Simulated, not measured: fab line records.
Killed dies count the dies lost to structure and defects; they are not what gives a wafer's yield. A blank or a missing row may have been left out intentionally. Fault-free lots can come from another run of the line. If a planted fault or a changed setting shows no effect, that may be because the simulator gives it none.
One fault seen from 2 desks | flow sky130 | only its own numbers are on each desk; what lay behind them is given at the end

== FROM THE METROLOGY DESK ==
Means of the sampled wafers that have a number, per lot and without regard to the tool the lot ran on: this is what the gauges read. The brackets show how far a lot's mean lies from the usual mean; more than 4 standard deviations puts the lot out of limits, marked OUT.
Columns: A = LI_CONTACT_HDPCVD_THK at SKY_LI_CONTACT_THK_MEAS_01, usual 928 nm; B = LI_CONTACT_W_THK at SKY_LI_CONTACT_THK_MEAS_23, usual 384 nm
lot  | first seen here | A              | B
L388 | day 28 18:55    | 925            | 398
L389 | day 29 00:32    | 932            | 382
L391 | day 29 19:55    | 926            | 381
L395 | day 31 03:44    | 921            | 372
L398 | day 32 04:14    | 1038 (+14) OUT | 371
L399 | day 32 12:12    | 1032 (+13) OUT | 381
L401 | day 33 01:15    | 920            | 397
L402 | day 33 09:24    | 930            | 384
L405 | day 34 04:26    | 927            | 375
L406 | day 34 18:28    | 932            | 373
L408 | day 35 00:11    | 933            | 389
This desk's result: L398, L399 out of limits, first on L398 (LI_CONTACT_HDPCVD_THK at SKY_LI_CONTACT_THK_MEAS_01), day 32 04:14. In limits: L388, L389, L391, L395, L401, L402, L405, L406, L408.

== THE TOOL OWNER'S DESK: hdpcvd-02 ==
The tool's own readings at SKY_LI_CONTACT_HDPCVD_00 (deposits PSG, target thk 930 nm, time 155 s): means of the sampled wafers that have a number, for each lot that ran on this tool. The brackets show how far a lot's mean lies from the usual mean; more than 4 standard deviations puts the lot out of limits, marked OUT.
Columns: A = run_length_s at SKY_LI_CONTACT_HDPCVD_00, usual 182.9 s; B = sih4_flow_sccm at SKY_LI_CONTACT_HDPCVD_00, usual 60.02 sccm
lot  | first seen here | A               | B
L389 | day 29 00:26    | 183.1           | 60.02
L391 | day 29 19:49    | 183.0           | 60.14
L398 | day 32 04:07    | 200.7 (+28) OUT | 60.04
L399 | day 32 12:05    | 201.2 (+29) OUT | 59.95
Finding of this desk: L398, L399 out of limits; the first was L398 at day 32 04:07, on run_length_s at SKY_LI_CONTACT_HDPCVD_00. In limits: L389, L391.

== BROUGHT TOGETHER ==
An alarm could have come from the tool owner's desk at day 32 04:07, on L398, L399.
Metrology desk: alarm possible at day 32 04:14 on L398, L399.
On hdpcvd-02, each named lot ran SKY_LI_CONTACT_HDPCVD_00.

== WHAT THE SIMULATOR HAD INSERTED ==
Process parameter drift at SKY_LI_CONTACT_HDPCVD_00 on hdpcvd-02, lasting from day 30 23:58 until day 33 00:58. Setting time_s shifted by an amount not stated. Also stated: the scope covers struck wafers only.
Struck lots among those shown: L398, L399.
Delay (hours) between the fault's onset and each desk's first out-of-limits reading: 28 at the tool owner's desk, 28 at the metrology desk.
